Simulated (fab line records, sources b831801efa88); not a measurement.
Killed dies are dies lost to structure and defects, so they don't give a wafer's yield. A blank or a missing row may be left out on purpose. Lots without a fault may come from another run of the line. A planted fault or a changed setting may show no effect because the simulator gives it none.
Chamber matching | flow sky130 | SKY_VIA2_CMP_02 on cmp-01: 4 sister chambers
The step polishes SiO2. 30 wafers are shown with their chamber, then 12 later ones without.

WAFERS WITH THEIR CHAMBER
wafer  | chamber | motor_current_A (A)
L077.1 | 1       | 13.6
L077.2 | 2       | 14.1
L077.3 | 3       | 12.2
L079.2 | 2       | 13.9
L079.3 | 3       | 12.7
L079.6 | 2       | 14.3
L081.1 | 3       | 12.8
L081.2 | 2       | 13.4
L081.6 | 0       | 11.6
L082.1 | 1       | 13.7
L082.3 | 3       | 12.4
L082.6 | 2       | 14.4
L084.1 | 2       | 14.4
L084.3 | 3       | 12.3
L084.6 | 0       | 11.8
L087.3 | 2       | 14.4
L087.5 | 1       | 13.6
L087.6 | 2       | 14.4
L089.2 | 0       | 11.8
L089.4 | 2       | 13.8
L089.6 | 2       | 14.0
L090.1 | 2       | 13.9
L090.5 | 3       | 12.8
L090.6 | 0       | 11.5
L091.1 | 0       | 12.7
L091.2 | 3       | 12.6
L091.5 | 2       | 13.8
L093.1 | 3       | 12.8
L093.4 | 1       | 12.9
L093.5 | 1       | 13.4

SIGNATURES (means of the wafers above)
reading         | chamber 0 | chamber 1 | chamber 2 | chamber 3 | scatter within a chamber
motor_current_A | 11.880    | 13.440    | 14.067    | 12.575    | 0.333
Rule: a wafer's distance from a chamber is the root of the sum, over the readings, of the square of ((its reading less the chamber's mean) divided by the reading's scatter). The wafer belongs to the nearest chamber; if the next one is less than 2 further off, it can't be placed. The scatter: the root of (the sum of the squares of (reading less its chamber's mean) over the shown wafers, divided by (wafers less chambers)).

WAFERS WITHOUT THEIR CHAMBER
wafer  | motor_current_A (A)
L092.1 | 12.6
L092.3 | 13.6
L092.4 | 13.5
L094.1 | 12.2
L094.4 | 12.2
L094.6 | 13.8
L095.1 | 12.0
L095.4 | 13.6
L095.5 | 11.5
L097.1 | 13.3
L097.3 | 12.1
L097.5 | 13.9

WHICH CHAMBER EACH WENT THROUGH
wafer  | from the rows above          | in truth
L092.1 | 3                            | 3
L092.3 | can't be placed: 1 or 2      | 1
L092.4 | can't be placed: 1 or 2      | 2
L094.1 | can't be placed: 0 or 3      | 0
L094.4 | can't be placed: 0 or 3      | 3
L094.6 | can't be placed: 2 or 1      | 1
L095.1 | can't be placed: 0 or 3      | 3
L095.4 | can't be placed: 1 or 2      | 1
L095.5 | 0                            | 0
L097.1 | can't be placed: 1 or 3 or 2 | 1
L097.3 | can't be placed: 0 or 3      | 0
L097.5 | can't be placed: 2 or 1      | 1
Placed correctly: 2 of 12. Can't be placed from these rows: 10 (the true chamber is among the candidates in 10). Placed wrongly: 0.
